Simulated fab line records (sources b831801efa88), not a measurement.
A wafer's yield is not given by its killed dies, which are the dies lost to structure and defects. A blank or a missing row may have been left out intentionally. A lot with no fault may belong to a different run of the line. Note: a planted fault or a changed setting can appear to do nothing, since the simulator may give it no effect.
Which of the tools did it? | flow sfqLine | 14 lots, 42 wafers sampled, at 2 steps of a route of 325

WHAT EACH GAUGE READ, for each wafer
SFQ_M4_RS_MEAS_924: uses a four-point probe to measure.
lot  | measured     | on           | M4_NB_RS (ohm/sq)
L472 | day 32 08:04 | filmMetro-04 | 0.893 0.876 0.887
L473 | day 32 14:04 | filmMetro-03 | 0.904 0.888 0.901
L474 | day 32 23:41 | filmMetro-03 | 0.858 0.887 0.878
L475 | day 33 13:58 | filmMetro-03 | 0.870 0.893 0.889
L477 | day 34 04:24 | filmMetro-01 | 0.887 0.882 0.870
L482 | day 35 23:07 | filmMetro-03 | 0.777 0.770 0.757
L484 | day 36 09:57 | filmMetro-01 | 0.867 0.891 0.889
L486 | day 37 08:43 | filmMetro-04 | 0.782 0.779 0.783
L489 | day 38 03:57 | filmMetro-03 | 0.894 0.894 0.888
L491 | day 39 03:56 | filmMetro-04 | 0.880 0.903 0.884
L492 | day 39 11:08 | filmMetro-01 | 0.885 0.878 0.893
L493 | day 39 14:43 | filmMetro-03 | 0.900 0.882 0.887
L494 | day 39 19:32 | filmMetro-01 | 0.869 0.893 0.891
L495 | day 40 07:19 | filmMetro-01 | 0.881 0.898 0.883

WHAT TOOL EACH LOT RAN ON (gives the tool, then ch and the chambers of the sampled wafers, and finally the start)
lot  | SFQ_TRILAYER_M4_DEP_SPUTTER_091
L472 | pvdSputter-05, day 32 07:58
L473 | pvdSputter-04, day 32 13:58
L474 | pvdSputter-03, day 32 23:34
L475 | pvdSputter-03, day 33 13:52
L477 | pvdSputter-05, day 34 04:16
L482 | pvdSputter-03, day 35 23:01
L484 | pvdSputter-04, day 36 09:51
L486 | pvdSputter-03, day 37 08:37
L489 | pvdSputter-05, day 38 03:49
L491 | pvdSputter-04, day 39 03:50
L492 | pvdSputter-04, day 39 11:01
L493 | pvdSputter-05, day 39 14:37
L494 | pvdSputter-04, day 39 19:25
L495 | pvdSputter-05, day 40 07:14
- SFQ_TRILAYER_M4_DEP_SPUTTER_091: material Nb, target thk 200 nm, time 133.3 s.

AS READ BY THE TOOLS THEMSELVES (means over the sampled wafers that have a number; for cases with no such wafer, the mark the record gives instead)
SFQ_TRILAYER_M4_DEP_SPUTTER_091.
lot  | tool          | cathodeDcPowerW (W) | throttleValvePct (%)
L472 | pvdSputter-05 | 1999.9              | 30.7
L473 | pvdSputter-04 | 2000.1              | 30.8
L474 | pvdSputter-03 | 1999.7              | 30.1
L475 | pvdSputter-03 | 2000.2              | 29.9
L477 | pvdSputter-05 | 1999.3              | 31.2
L482 | pvdSputter-03 | 2260.9              | 29.9
L484 | pvdSputter-04 | 2000.2              | 31.0
L486 | pvdSputter-03 | 2260.9              | 30.9
L489 | pvdSputter-05 | 2000.3              | 31.0
L491 | pvdSputter-04 | 2000.2              | 31.1
L492 | pvdSputter-04 | 2000.0              | 30.8
L493 | pvdSputter-05 | 1999.8              | 31.1
L494 | pvdSputter-04 | 2000.1              | 31.1
L495 | pvdSputter-05 | 2000.1              | 31.4

THE ANSWER, worked out from the rows above alone
Rule: what is usual is taken from the lots themselves. The widest of any qualifying gaps counts: lots, ordered by their means at a reading, are off when they make up no more than a third of the lots, leave a main group of 4 or more, and stand apart from it by 3 or more times the standard deviation of that group's means. Not used: any main group whose means are identical at the precision the tables above print for the reading. A lot without any number at a reading at which 4 lots or more have one is off too. All remaining lots with rows at the step are treated as sound. First the gauges in route order, then the tools' own readings, where a lot's mean is used as printed above. At the first step where some lot is off, the reading lying furthest off is the one used; lots without a number count as furthest.
Off: L482, L486, at SFQ_M4_RS_MEAS_924 (M4_NB_RS). The main group has a mean of 0.886 ohm/sq with a standard deviation of 0.0057.
A tool fits if, at a process step before that reading, it ran every lot that is off, and no sound lot after the first of them. Not tried: the gauges at SFQ_M4_RS_MEAS_924; whatever is off there is also off at SFQ_TRILAYER_M4_DEP_SPUTTER_091, on other tools, and gauge error can't account for it. One candidate fits, namely pvdSputter-03 at SFQ_TRILAYER_M4_DEP_SPUTTER_091. Its last sound lot is L475 (day 33 13:52), its first lot that is off L482 (day 35 23:01): a fault that began between those two fits.
The tool's own readings at SFQ_TRILAYER_M4_DEP_SPUTTER_091 bear it out: on the lots that are off they differ by more than 5 times the standard deviation of the sound lots' means. cathodeDcPowerW reads 2260.9 W there against 2000.0 W on the sound lots.

WHAT THE SIMULATOR PUT IN
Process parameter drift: pvdSputter-03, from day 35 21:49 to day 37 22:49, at SFQ_TRILAYER_M4_DEP_SPUTTER_091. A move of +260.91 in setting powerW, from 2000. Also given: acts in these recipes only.
Shown lots that were struck: L482, L486. Same finding as the rule above.
